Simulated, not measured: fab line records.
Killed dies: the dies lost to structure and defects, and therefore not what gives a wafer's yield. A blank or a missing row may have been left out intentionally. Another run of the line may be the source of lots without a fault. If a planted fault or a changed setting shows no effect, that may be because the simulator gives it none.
fab line records + flow sky130
record:
- lots: 6
- wafers: 18
- last-day: 50
route steps=708 shown GATE_OXIDE@191 POLY_GATE@204 PAD_OPEN@708
lots untouched by any fault: they come from a run of this same line in which no faults occurred
start-h: hours from the record's opening day to when the first of the lot's shown wafers began + wait-h: hours from the lot's prior step to this one + " same as the row above + L1.1+2: one row covering several wafers at once + - no value, or no start was given + * or withheld: withheld + < > ~ a bound
route shown NAME@n: names a module that has steps shown in the file, with the first one's number in the route + usual: mean and standard deviation over wafers with no fault + same: alike in all rows + chamber/n: place in a boat + sites: each site's reading + _std_site: their standard deviation + _edge_site: the outer-site mean with the inner-site mean subtracted + radius-mm: for every site, how far away it sits from the centre of the wafer + mask NAME#n: copy n + behind: the most recent tool/chamber to have shaped the wafer + hold: the reason the lot was held/the length of the hold in hours/how it ended + device: which transistor (n, p or np) failed to switch + end of line: the tests these same wafers got at the end of their route + a step given without rows: its recipe and nothing more + killed: dies lost to structure and defects at the first sort, not the wafer's yield + map: dies across one wafer; x = killed, . = not, _ = none there
set.NAME: the setting the step ran with; set.NAME@STEP: the setting that earlier step ran with + model.NAME: the simulator's own value behind a step, which no gauge read
lots seen at some steps along the route; tables by step, rows by wafer
services: the hour from which a tool's chamber was out of use, counted from the record's first day as start-h (under 0 if before that day), plus the number of hours and why
== steps ==
step: SKY_GATE_OXIDE_HMDS_04
recipe:
- prime-time-s: 60
- prime-temp-c: 120
step: SKY_GATE_OXIDE_COAT_05
recipe:
- resist: NOVOLAK
- spin-rpm: 3000
- resist-thk-nm: 1140
step: SKY_GATE_OXIDE_SOFTBAKE_06
recipe:
- temp-c: 90
- time-s: 60
- resist: NOVOLAK
step: SKY_GATE_OXIDE_EXPOSE_07
recipe:
- mask-id: LVOM
- na: 0.6
- source-shape: conventional
- sigma-outer: 0.6
- polarization: unpolarized
- target-cd-nm: 600
- dose-mj: 170
step: SKY_GATE_OXIDE_PEB_08
recipe:
- temp-c: withheld
- time-s: *
- resist: NOVOLAK
step: SKY_GATE_OXIDE_DEVELOP_09
recipe:
- resist: NOVOLAK
- developer: TMAH
- develop-time-s: 60
- dev-temp-c: 23
step: SKY_GATE_OXIDE_OVL_MEAS_10
usual:
- GATE_OXIDE_OVL: -1.2/1.2
| lot.wafer | tool       | chamber | start-h | wait-h | GATE_OXIDE_OVL[nm] |
|-----------|------------|---------|---------|--------|--------------------|
| L985.1    | overlay-01 | -       | 400.79  | 0.1    | -2.9               |
| L985.4    | "          | -       | "       | "      | -3.2               |
| L985.5    | "          | -       | "       | "      | -2.4               |
| L988.4    | overlay-01 | -       | 446.76  | 0.1    | -0.2               |
| L988.5    | "          | -       | "       | "      | 1.0                |
| L988.6    | "          | -       | "       | "      | 0.3                |
| L989.1    | overlay-02 | -       | 464.52  | 0.1    | -1.8               |
| L989.3    | "          | -       | "       | "      | -1.1               |
| L989.5    | "          | -       | "       | "      | -0.8               |
| L993.2    | overlay-01 | -       | 482.00  | 0.1    | -2.1               |
| L993.4    | "          | -       | "       | "      | -0.6               |
| L993.5    | "          | -       | "       | "      | -0.9               |
| L996.3    | overlay-01 | -       | 506.75  | 0.1    | 0.7                |
| L996.4    | "          | -       | "       | "      | -0.6               |
| L996.6    | "          | -       | "       | "      | -0.2               |
| L997.3    | overlay-02 | -       | 511.23  | 0.1    | -1.8               |
| L997.4    | "          | -       | "       | "      | -1.5               |
| L997.5    | "          | -       | "       | "      | -1.2               |
step: SKY_GATE_OXIDE_IMPLANT_11
recipe:
- species: B
- energy-kev: 10
- dose-cm2: 2.6e+12
- tilt-deg: withheld
step: SKY_GATE_OXIDE_WET_ETCH_12
recipe:
- chemistry: dHF
- target-depth-nm: 16.8
- dry: n2-spin
- target: SiO2
- dilution: 100:1
- temp-c: 25
- time-s: 336
step: SKY_GATE_OXIDE_STRIP_13
recipe:
- chemistry: O2/N2
- power-w: 1400
- pressure-mtorr: 1500
- platen-temp-c: withheld
- o2-flow-sccm: 3000
- n2-flow-sccm: 300
- overash-fraction: 0.5
usual:
- drypump-motor-current-A: 5.5/0.44
- oes-product-au: 0.716/0.0048
- strip-time-to-endpoint-s: 14.17/0.04
| lot.wafer | tool            | chamber | start-h | wait-h | drypump-motor-current-A | oes-product-au | rf-hours-counter-h | strip-time-to-endpoint-s |
|-----------|-----------------|---------|---------|--------|-------------------------|----------------|--------------------|--------------------------|
| L985.1    | plasma-asher-02 | 0       | 401.08  | 0.0    | 6.0                     | 0.713          | 59                 | 14.13                    |
| L985.4    | "               | 0       | "       | "      | 6.0                     | 0.726          | -                  | 14.12                    |
| L985.5    | "               | 0       | "       | "      | 6.0                     | 0.721          | -                  | 14.10                    |
| L988.4    | plasma-asher-01 | 1       | 447.06  | 0.0    | 5.8                     | 0.720          | -                  | 14.18                    |
| L988.5    | "               | 0       | "       | "      | 4.9                     | 0.713          | -                  | 14.15                    |
| L988.6    | "               | 1       | "       | "      | 5.8                     | 0.707          | -                  | 14.15                    |
| L989.1    | plasma-asher-01 | 1       | 464.81  | 0.0    | 5.8                     | 0.708          | 3                  | 14.10                    |
| L989.3    | "               | 0       | "       | "      | 4.9                     | 0.712          | -                  | 14.18                    |
| L989.5    | "               | 0       | "       | "      | 4.9                     | 0.720          | -                  | 14.18                    |
| L993.2    | plasma-asher-02 | 0       | 482.28  | 0.0    | 6.0                     | 0.728          | 67                 | 14.19                    |
| L993.4    | "               | 1       | "       | "      | 5.4                     | 0.721          | -                  | 14.21                    |
| L993.5    | "               | 1       | "       | "      | 5.4                     | 0.716          | -                  | 14.23                    |
| L996.3    | plasma-asher-03 | 0       | 507.06  | 0.0    | 5.9                     | 0.719          | -                  | 14.18                    |
| L996.4    | "               | 1       | "       | "      | 5.0                     | 0.714          | -                  | 14.18                    |
| L996.6    | "               | 0       | "       | "      | 6.0                     | 0.708          | -                  | 14.16                    |
| L997.3    | plasma-asher-03 | 1       | 511.55  | 0.0    | 5.0                     | 0.714          | -                  | 14.12                    |
| L997.4    | "               | 0       | "       | "      | 6.0                     | 0.718          | -                  | 14.12                    |
| L997.5    | "               | 1       | "       | "      | 5.0                     | 0.714          | -                  | 14.12                    |
step: SKY_GATE_OXIDE_TW_MEAS_14
usual:
- GATE_OXIDE_TW: 225.9/2
| lot.wafer | tool          | chamber | start-h | wait-h | GATE_OXIDE_TW |
|-----------|---------------|---------|---------|--------|---------------|
| L985.1    | film-metro-02 | -       | 401.18  | 0.1    | 223.6         |
| L985.4    | "             | -       | "       | "      | 225.8         |
| L985.5    | "             | -       | "       | "      | 226.8         |
| L988.4    | film-metro-02 | -       | 447.16  | 0.1    | 224.7         |
| L988.5    | "             | -       | "       | "      | 224.4         |
| L988.6    | "             | -       | "       | "      | 223.6         |
| L989.1    | film-metro-02 | -       | 464.91  | 0.1    | 224.2         |
| L989.3    | "             | -       | "       | "      | 223.9         |
| L989.5    | "             | -       | "       | "      | 225.0         |
| L993.2    | film-metro-03 | -       | 482.39  | 0.1    | 223.7         |
| L993.4    | "             | -       | "       | "      | 224.3         |
| L993.5    | "             | -       | "       | "      | 224.5         |
| L996.3    | film-metro-02 | -       | 507.15  | 0.1    | 223.6         |
| L996.4    | "             | -       | "       | "      | 224.1         |
| L996.6    | "             | -       | "       | "      | 223.0         |
| L997.3    | film-metro-04 | -       | 511.63  | 0.1    | 228.3         |
| L997.4    | "             | -       | "       | "      | 227.4         |
| L997.5    | "             | -       | "       | "      | 228.4         |
step: SKY_GATE_OXIDE_CLEAN_15
recipe:
- chemistry: SC1/SC2
- mix: 1:4:20
- temp-c: 70
- time-s: 150
- dry: n2-spin
step: SKY_GATE_OXIDE_OXIDATION_16
recipe:
- temp-c: 800
- ambient: O2
- idle-temp-c: 700
- ramp-up-c-per-min: 10
- ramp-down-c-per-min: 3
- stabilise-s: 600
- purge-s: 300
- target-thk-a: 35.7
- ox-time-s: 1915
usual:
- spike-tc-centre-C: 801.3/1.9
- spike-tc-lower-C: 800.8/0.97
- spike-tc-upper-C: 800.2/1.2
- tube-center-temp-C: 799.98/0.067
- tube_center_temp_C_max: 802.0/0.35
- zone-power-centre-pct: 17.3/1.7
| lot.wafer | tool       | chamber | start-h | wait-h | spike-tc-centre-C | spike-tc-lower-C | spike-tc-upper-C | tube-center-temp-C | tube_center_temp_C_max | zone-power-centre-pct |
|-----------|------------|---------|---------|--------|-------------------|------------------|------------------|--------------------|------------------------|-----------------------|
| L985.1    | furnace-01 | 0       | 401.29  | 0.0    | 800.4             | 800.1            | 799.3            | 799.98             | 801.7                  | 19.5                  |
| L985.4    | "          | 0       | "       | "      | 800.0             | 801.3            | 799.1            | 799.97             | 801.9                  | 19.1                  |
| L985.5    | "          | 0       | "       | "      | 799.9             | 800.6            | 801.5            | 799.95             | 801.8                  | 19.2                  |
| L988.4    | furnace-02 | 0       | 447.33  | 0.1    | 803.7             | 802.2            | 798.9            | 799.86             | 801.5                  | 15.7                  |
| L988.5    | "          | 0       | "       | "      | 803.2             | 800.6            | 801.5            | 800.03             | 802.6                  | 15.9                  |
| L988.6    | "          | 0       | "       | "      | 802.8             | 799.7            | 797.9            | 799.87             | 801.5                  | 15.7                  |
| L989.1    | furnace-01 | 0       | 465.66  | 0.6    | 789.4             | 789.5            | 790.3            | 789.68             | 791.4                  | 18.7                  |
| L989.3    | "          | 0       | "       | "      | 789.5             | 789.7            | 790.2            | 789.55             | 791.1                  | 18.6                  |
| L989.5    | "          | 0       | "       | "      | 789.3             | 790.2            | 790.4            | 789.52             | 791.6                  | 19.1                  |
| L993.2    | furnace-01 | 0       | 482.49  | 0.0    | 788.4             | 791.0            | 793.2            | 789.61             | 791.5                  | 18.8                  |
| L993.4    | "          | 0       | "       | "      | 788.3             | 789.5            | 790.6            | 789.6              | 792.1                  | 19.1                  |
| L993.5    | "          | 0       | "       | "      | 788.6             | 790.1            | 790.5            | 789.52             | 791.5                  | 18.9                  |
| L996.3    | furnace-02 | 0       | 507.24  | 0.0    | 803.2             | 800.1            | 797.8            | 799.97             | 802.3                  | 16.0                  |
| L996.4    | "          | 0       | "       | "      | 802.1             | 801.0            | 800.8            | 800.02             | 801.8                  | 15.8                  |
| L996.6    | "          | 0       | "       | "      | 801.5             | 802.2            | 798.4            | 799.94             | 801.7                  | 16.1                  |
| L997.3    | furnace-02 | 0       | 513.03  | 1.3    | 804.7             | 800.3            | 802.2            | 799.96             | 801.7                  | 16.0                  |
| L997.4    | "          | 0       | "       | "      | 802.2             | 800.4            | 799.5            | 800                | 801.7                  | 15.8                  |
| L997.5    | "          | 0       | "       | "      | 803.4             | 799.2            | 800.1            | 800.03             | 802.1                  | 15.9                  |
step: SKY_POLY_GATE_CVD_00
recipe:
- material: poly-Si
- target-thk-nm: 180
- temp-c: 620
- time-s: 720
- pressure-mtorr: 200
step: SKY_PAD_OPEN_PROBE_99
usual:
- killed_at_M0_to_M3: 45/7.5
- killed_at_M4_up: 2.8/1.9
- killed-at-contacts: 25/5.5
- killed-at-front-end: 14/4
- killed-at-other: 0.3/0.75
- killed-dies: 87/9.4
- killed-open: 47/6.6
- killed-short: 39/6.6
same:
- gross-dies: 492
- killed-at-back-side: 0
| lot.wafer | tool      | chamber | start-h | wait-h | killed_at_M0_to_M3 | killed_at_M4_up | killed-at-contacts | killed-at-front-end | killed-at-other | killed-dies | killed-open | killed-short | model.etest.nfet_01v8_lvt.drive-ua-um | model.etest.nfet_01v8_swapped.drive-ua-um | model.etest.nfet_01v8_turned.drive-ua-um | model.etest.nfet_01v8.drive-ua-um | model.etest.cap-thin-oxide.gate-log10-a-cm2 | model.etest.cap-thin-oxide.tox-acc-nm | model.etest.pfet_01v8.tox-inv-nm | model.etest.cap-thin-oxide.gate-bv-v |
|-----------|-----------|---------|---------|--------|--------------------|-----------------|--------------------|---------------------|-----------------|-------------|-------------|--------------|---------------------------------------|-------------------------------------------|------------------------------------------|-----------------------------------|---------------------------------------------|---------------------------------------|----------------------------------|--------------------------------------|
| L985.1    | prober-01 | -       | 1142.26 | 0.1    | 42                 | 8               | 34                 | 14                  | 0               | 98          | 48          | 50           | 549.4                                 | 479.9                                     | 478.4                                    | 479                               | -7.677                                      | 4.47                                  | 4.535                            | 7.096                                |
| L985.4    | prober-01 | -       | 1142.41 | 0.2    | 50                 | 1               | 17                 | 13                  | 0               | 81          | 49          | 32           | 552.3                                 | 485.5                                     | 483.1                                    | 485.9                             | -7.468                                      | 4.415                                 | 4.481                            | 6.881                                |
| L985.5    | prober-01 | -       | 1142.46 | 0.2    | 48                 | 4               | 22                 | 13                  | 0               | 87          | 50          | 37           | 558.9                                 | 489.3                                     | 490.4                                    | 485.1                             | -7.414                                      | 4.379                                 | 4.448                            | 7.195                                |
| L988.4    | prober-01 | -       | 1171.38 | 0.2    | 51                 | 1               | 23                 | 10                  | 2               | 87          | 54          | 33           | 587.9                                 | 514.7                                     | 517.8                                    | 517                               | -6.839                                      | 4.252                                 | 4.308                            | 6.997                                |
| L988.5    | prober-01 | -       | 1171.43 | 0.2    | 48                 | 2               | 24                 | 13                  | 0               | 87          | 40          | 47           | 594.8                                 | 521.1                                     | 520.7                                    | 517.9                             | -7.088                                      | 4.322                                 | 4.388                            | 7.007                                |
| L988.6    | prober-01 | -       | 1171.48 | 0.2    | 49                 | 1               | 36                 | 13                  | 0               | 99          | 49          | 50           | 571.1                                 | 506.6                                     | 503                                      | 504.9                             | -7.068                                      | 4.319                                 | 4.381                            | 7.063                                |
| L989.1    | prober-02 | -       | 1181.93 | 0.1    | 39                 | 4               | 28                 | 12                  | 0               | 83          | 48          | 35           | 585.1                                 | 508.4                                     | 513.4                                    | 508.5                             | -6.81                                       | 4.232                                 | 4.304                            | 6.793                                |
| L989.3    | prober-02 | -       | 1182.03 | 0.2    | 43                 | 3               | 28                 | 12                  | 0               | 86          | 54          | 32           | 593.8                                 | 520.5                                     | 524.9                                    | 518.9                             | -6.732                                      | 4.242                                 | 4.285                            | 6.908                                |
| L989.5    | prober-02 | -       | 1182.13 | 0.2    | 50                 | 0               | 19                 | 15                  | 0               | 84          | 50          | 34           | 570.7                                 | 502.7                                     | 496.9                                    | 498.6                             | -6.835                                      | 4.263                                 | 4.316                            | 7.008                                |
| L993.2    | prober-01 | -       | 1189.57 | 0.1    | 45                 | 2               | 25                 | 17                  | 0               | 89          | 53          | 36           | 601.7                                 | 531.2                                     | 532.1                                    | 528.7                             | -6.688                                      | 4.206                                 | 4.258                            | 6.832                                |
| L993.4    | prober-01 | -       | 1189.67 | 0.2    | 54                 | 7               | 21                 | 12                  | 0               | 94          | 51          | 42           | 585.1                                 | 523                                       | 517.8                                    | 514.1                             | -6.605                                      | 4.187                                 | 4.269                            | 6.89                                 |
| L993.5    | prober-01 | -       | 1189.72 | 0.2    | 46                 | 2               | 24                 | 13                  | 0               | 85          | 50          | 35           | 591.7                                 | 520.6                                     | 515.8                                    | 518.1                             | -6.678                                      | 4.196                                 | 4.269                            | 6.927                                |
| L996.3    | prober-02 | -       | 1206.10 | 0.2    | 50                 | 1               | 28                 | 14                  | 2               | 95          | 55          | 40           | 598.4                                 | 521.3                                     | 524.1                                    | 519.2                             | -6.86                                       | 4.254                                 | 4.327                            | 6.889                                |
| L996.4    | prober-02 | -       | 1206.15 | 0.2    | 44                 | 1               | 37                 | 9                   | 0               | 91          | 58          | 32           | 598.9                                 | 524.2                                     | 524                                      | 523.1                             | -6.963                                      | 4.279                                 | 4.348                            | 6.848                                |
| L996.6    | prober-02 | -       | 1206.25 | 0.2    | 52                 | 3               | 24                 | 15                  | 0               | 94          | 48          | 46           | 611.4                                 | 537                                       | 533.1                                    | 534.6                             | -6.744                                      | 4.214                                 | 4.275                            | 7.052                                |
| L997.3    | prober-02 | -       | 1207.61 | 0.2    | 31                 | 1               | 32                 | 10                  | 0               | 74          | 40          | 34           | 575.8                                 | 504.8                                     | 506.1                                    | 507                               | -7.098                                      | 4.33                                  | 4.409                            | 6.706                                |
| L997.4    | prober-02 | -       | 1207.66 | 0.2    | 44                 | 4               | 27                 | 20                  | 1               | 96          | 47          | 49           | 582.2                                 | 506.9                                     | 509.2                                    | 505.3                             | -7.112                                      | 4.323                                 | 4.385                            | 6.845                                |
| L997.5    | prober-02 | -       | 1207.71 | 0.2    | 46                 | 3               | 22                 | 20                  | 1               | 92          | 49          | 43           | 578.8                                 | 506.7                                     | 503.4                                    | 508.1                             | -7.196                                      | 4.348                                 | 4.398                            | 7.294                                |
killed by level:class
L985.1 CONTACT:geometric-particle:open=15 VIA1:geometric-particle:open=9 CONTACT:geometric-particle:short=8 VIA3:geometric-particle:open=7 LOCAL_INTERCONNECT:geometric-particle:short=6 METAL4:geometric-particle:short=6 FIELD_ISO:geometric-particle:short=5 METAL1:geometric-particle:short=5
L985.4 VIA1:geometric-particle:open=12 VIA3:geometric-particle:open=11 CONTACT:geometric-particle:open=8 VIA1:geometric-particle:short=7 METAL1:geometric-particle:short=6 POLY_GATE:geometric-particle:open=4 LI_CONTACT:geometric-particle:open=4 CONTACT:geometric-particle:short=4
L985.5 VIA2:geometric-particle:open=10 CONTACT:geometric-particle:open=9 VIA1:geometric-particle:open=9 VIA1:geometric-particle:short=6 VIA3:geometric-particle:short=6 VIA3:geometric-particle:open=6 CONTACT:geometric-particle:short=5 POLY_GATE:geometric-particle:open=4
L988.4 CONTACT:geometric-particle:open=11 VIA3:geometric-particle:open=11 VIA1:geometric-particle:open=10 VIA2:geometric-particle:open=8 LI_CONTACT:geometric-particle:open=6 VIA3:geometric-particle:short=5 METAL3:geometric-particle:short=5 METAL2:geometric-particle:short=4
L988.5 VIA1:geometric-particle:open=11 METAL1:geometric-particle:short=9 METAL2:geometric-particle:short=8 FIELD_ISO:geometric-particle:short=7 VIA2:geometric-particle:open=7 LI_CONTACT:geometric-particle:short=6 LI_CONTACT:geometric-particle:open=5 CONTACT:geometric-particle:short=5
L988.6 CONTACT:geometric-particle:open=13 VIA2:geometric-particle:open=12 METAL1:geometric-particle:short=7 VIA1:geometric-particle:open=7 LI_CONTACT:geometric-particle:open=6 LOCAL_INTERCONNECT:geometric-particle:short=6 CONTACT:geometric-particle:short=6 FIELD_ISO:geometric-particle:short=5
L989.1 CONTACT:geometric-particle:open=15 VIA1:geometric-particle:open=13 FIELD_ISO:geometric-particle:open=5 VIA3:geometric-particle:open=5 LOCAL_INTERCONNECT:geometric-particle:short=5 METAL1:geometric-particle:short=5 LI_CONTACT:geometric-particle:open=4 METAL4:geometric-particle:short=4
L989.3 LI_CONTACT:geometric-particle:open=9 CONTACT:geometric-particle:open=9 VIA3:geometric-particle:open=9 VIA1:geometric-particle:open=8 VIA2:geometric-particle:open=8 LOCAL_INTERCONNECT:geometric-particle:short=6 FIELD_ISO:geometric-particle:open=5 VIA1:geometric-particle:short=5
L989.5 VIA1:geometric-particle:open=12 CONTACT:geometric-particle:open=9 LI_CONTACT:geometric-particle:open=7 VIA1:geometric-particle:short=7 METAL1:geometric-particle:short=6 VIA2:geometric-particle:open=6 VIA3:geometric-particle:open=6 FIELD_ISO:geometric-particle:open=5
L993.2 CONTACT:geometric-particle:open=16 VIA1:geometric-particle:open=11 VIA1:geometric-particle:short=8 VIA3:geometric-particle:open=6 VIA2:geometric-particle:open=6 LI_CONTACT:geometric-particle:open=4 CONTACT:geometric-particle:short=4 METAL1:geometric-particle:short=4
L993.4 VIA1:geometric-particle:open=17 CONTACT:geometric-particle:open=9 CONTACT:geometric-particle:short=8 VIA3:geometric-particle:open=7 VIA1:geometric-particle:short=6 VIA3:geometric-particle:short=5 VIA2:geometric-particle:open=5 FIELD_ISO:geometric-particle:short=4
L993.5 VIA3:geometric-particle:open=11 VIA1:geometric-particle:open=9 CONTACT:geometric-particle:open=8 LI_CONTACT:geometric-particle:open=7 METAL1:geometric-particle:short=7 VIA1:geometric-particle:short=7 VIA2:geometric-particle:open=5 CONTACT:geometric-particle:short=5
L996.3 VIA1:geometric-particle:open=11 LI_CONTACT:geometric-particle:open=9 METAL2:geometric-particle:short=8 CONTACT:geometric-particle:open=7 VIA1:geometric-particle:short=7 FIELD_ISO:geometric-particle:open=6 CONTACT:geometric-particle:short=6 VIA3:geometric-particle:open=6
L996.4 VIA1:geometric-particle:open=15 CONTACT:geometric-particle:open=14 LI_CONTACT:geometric-particle:open=9 VIA3:geometric-particle:open=6 LOCAL_INTERCONNECT:geometric-particle:short=6 CONTACT:geometric-particle:short=4 VIA2:geometric-particle:open=4 FIELD_ISO:geometric-particle:short=3
L996.6 VIA1:geometric-particle:open=11 METAL1:geometric-particle:short=9 LOCAL_INTERCONNECT:geometric-particle:short=8 VIA2:geometric-particle:open=7 POLY_GATE:geometric-particle:open=5 LI_CONTACT:geometric-particle:open=5 METAL2:geometric-particle:short=5 CONTACT:geometric-particle:open=4
L997.3 CONTACT:geometric-particle:open=11 LI_CONTACT:geometric-particle:open=10 LOCAL_INTERCONNECT:geometric-particle:short=6 VIA1:geometric-particle:open=6 VIA1:geometric-particle:short=5 METAL1:geometric-particle:short=4 VIA2:geometric-particle:open=4 VIA3:geometric-particle:open=4
L997.4 CONTACT:geometric-particle:open=10 VIA1:geometric-particle:open=9 VIA3:geometric-particle:open=9 CONTACT:geometric-particle:short=7 FIELD_ISO:geometric-particle:short=6 POLY_GATE:geometric-particle:open=6 METAL1:geometric-particle:short=6 VIA1:geometric-particle:short=5
L997.5 VIA1:geometric-particle:open=18 LOCAL_INTERCONNECT:geometric-particle:short=7 METAL1:geometric-particle:short=6 POLY_GATE:geometric-particle:open=5 CONTACT:geometric-particle:open=5 FIELD_ISO:geometric-particle:short=4 FIELD_ISO:geometric-particle:open=4 LI_CONTACT:geometric-particle:short=4
== services ==
| tool            | chamber | start-h | hours | kind       |
|-----------------|---------|---------|-------|------------|
| plasma-asher-02 | -       | 400.19  | 0.5   | repair     |
| furnace-01      | -       | 409.29  | 3.5   | pm         |
| plasma-asher-01 | -       | 421.25  | 9.0   | pm         |
| plasma-asher-01 | 0       | 421.25  | 9.0   | vent-cycle |
| plasma-asher-01 | 1       | 421.25  | 9.0   | vent-cycle |
| plasma-asher-01 | 0       | 430.25  | -     | clean      |
| plasma-asher-01 | 1       | 430.25  | -     | clean      |
| plasma-asher-03 | -       | 455.57  | 0.7   | repair     |
| plasma-asher-01 | -       | 481.46  | 3.8   | repair     |
| furnace-02      | -       | 493.29  | 3.0   | pm         |
| furnace-01      | -       | 500.20  | 29.8  | repair     |
== key ==
first-sign:
- step: SKY_GATE_OXIDE_OXIDATION_16
- reading: tube-center-temp-C
- direction: down
- sigmas: 99+
- usual: *
- struck: *
effect:
- step: SKY_GATE_OXIDE_OXIDATION_16
- reading: tube_center_temp_C_max
- direction: down
- sigmas: 30
- usual: *
- struck: *
model-effect:
- step: SKY_PAD_OPEN_PROBE_99
- value: etest.nfet_01v8_lvt.drive-ua-um
- without: 558
- struck: 588
met-at SKY_GATE_OXIDE_OXIDATION_16
struck-wafers L989.1,L989.3,L989.5,L993.2,L993.4,L993.5
tester-left-out L989,L993
onset-between 401.29 465.66
fault:
- kind: process-parameter-drift
- tool: furnace-01
- chamber: -
- onset-h: 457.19
- steps: SKY_GATE_OXIDE_OXIDATION_16
- channel: temp-c
- offset: *
- shape: step
- end-h: 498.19
- acts-in: *
- stated: *
tester-left-out: of these lots the tester's yield and bins aren't shown, on N5 and GAA mostly nor the transistor test; their killed dies are dies lost to structure and defects alone, not to doping, threshold or leakage, so they don't give the yield
